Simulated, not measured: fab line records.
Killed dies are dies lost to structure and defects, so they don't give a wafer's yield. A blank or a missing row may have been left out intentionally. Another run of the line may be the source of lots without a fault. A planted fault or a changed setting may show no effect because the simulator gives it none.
Struck lot and sound lot, side by side :: flow sky130 :: 15 out of 708 route steps
Sound: the wafers L431.1, L431.2, L431.6. Struck: wafer L429.4 (L429.1, L429.6, from the same lot, were not struck and are left out); the cause is given at the end.
Order at every step that has rows: each side's tool, ch and its chambers, its first start. Under that, the readings that differ: sound wafers :: struck wafers :: difference of the means :: sigmas: that difference in standard deviations of wafers without a fault.
alike: same words and numbers on both sides, and readings whose means sit less than 2 such deviations apart. not compared: any withheld reading, any reading some wafer has no value for, any bound like >300 that may hide the same value, and any number with overlapping values for which the record gives no deviation.
The two part at a step that has a row with sigmas, a row that says differs or no value, or rows on one side only. When numbers do not overlap yet have no deviation, they are printed without sigmas and do not part them. Lack of a reading on every wafer of one side parts them only where that side has two or more wafers.

first, 9 steps without rows for these wafers: SKY_CAP2M_CLEAN_17 (cleans in O3/DIW); SKY_METAL4_DEHYDRATE_05 (time 60 s); SKY_METAL4_HMDS_06 (prime time 60 s); SKY_METAL4_COAT_07 (resist thk 60 nm); SKY_METAL4_COAT_08 (resist thk 1140 nm); SKY_METAL4_SOFTBAKE_09 (time 90 s); SKY_METAL4_EXPOSE_10 (exposes mask MM4, target cd 300 nm); SKY_METAL4_PEB_11; SKY_METAL4_DEVELOP_12 (develop time 60 s).
SKY_METAL4_CD_MEAS_13: target cd 300 nm.
  sound on cd-sem-01, day 43 13:05; struck on cd-sem-01, day 42 17:26
  alike: cd-nm
SKY_METAL4_OVL_MEAS_14:
  sound on overlay-02, day 43 13:13; struck on overlay-01, day 42 17:34
reading: METAL4_OVL (nm)
sound: -7 -13 -5
struck: 3
difference: +11
sigmas: +2
SKY_METAL4_DESCUM_15: chemistry O2, time 8 s.
  sound on rie-metal-01 ch 0,1, day 43 13:15; struck on rie-metal-03 ch 0, day 42 17:35
  alike: drypump-motor-current-A, oes-product-au
  not compared: rf-hours-counter-h
SKY_METAL4_ETCH_16: etches BARC in N2/H2, stops on SiO2, time 88.2 s, target depth 60 nm.
  sound on rie-metal-01 ch 0,1, day 43 13:17; struck on rie-metal-03 ch 0, day 42 17:37
reading: bias-w (W)
sound: 100.21 100.36 100.35
struck: 78.28
difference: -22.03
sigmas: -88
  alike: drypump-motor-current-A, oes-product-au, throttle-valve-pct
  not compared: rf-hours-counter-h
SKY_METAL4_ETCH_17: etches SiO2 in C4F8/O2/Ar, stops on TiN, time 3.9 s, target depth 15 nm.
  sound on rie-diel-03 ch 1,3, day 43 13:23; struck on rie-diel-03 ch 1, day 42 17:43
  alike: bias-w, oes-product-au
  not compared: rf-hours-counter-h
-- the record jumps here: 4 days lie between the struck wafers' starts before and after (it left off in module METAL4 and takes up again in module PAD_OPEN, whose first step shown is number 708 of the route) --
SKY_PAD_OPEN_PROBE_99:
  sound on prober-02, day 47 07:21; struck on prober-01, day 46 16:33
  alike: defect-limited-yield, killed_at_M0_to_M3, killed_at_M4_up, killed-at-contacts, killed-at-front-end, killed-at-other, killed-dies, killed-open, killed-short, sort_bin_3_pad_short, sort_bin_5_function, sort_bin_6_memory, sort-n-pass, sort-yield-pct

WHERE THEY PART
Last at SKY_METAL4_ETCH_16 as far as this record goes, first at SKY_METAL4_OVL_MEAS_14. Later steps at which nothing parts them and some readings are alike: SKY_METAL4_ETCH_17, SKY_PAD_OPEN_PROBE_99.

WHY: whatever the simulator had introduced
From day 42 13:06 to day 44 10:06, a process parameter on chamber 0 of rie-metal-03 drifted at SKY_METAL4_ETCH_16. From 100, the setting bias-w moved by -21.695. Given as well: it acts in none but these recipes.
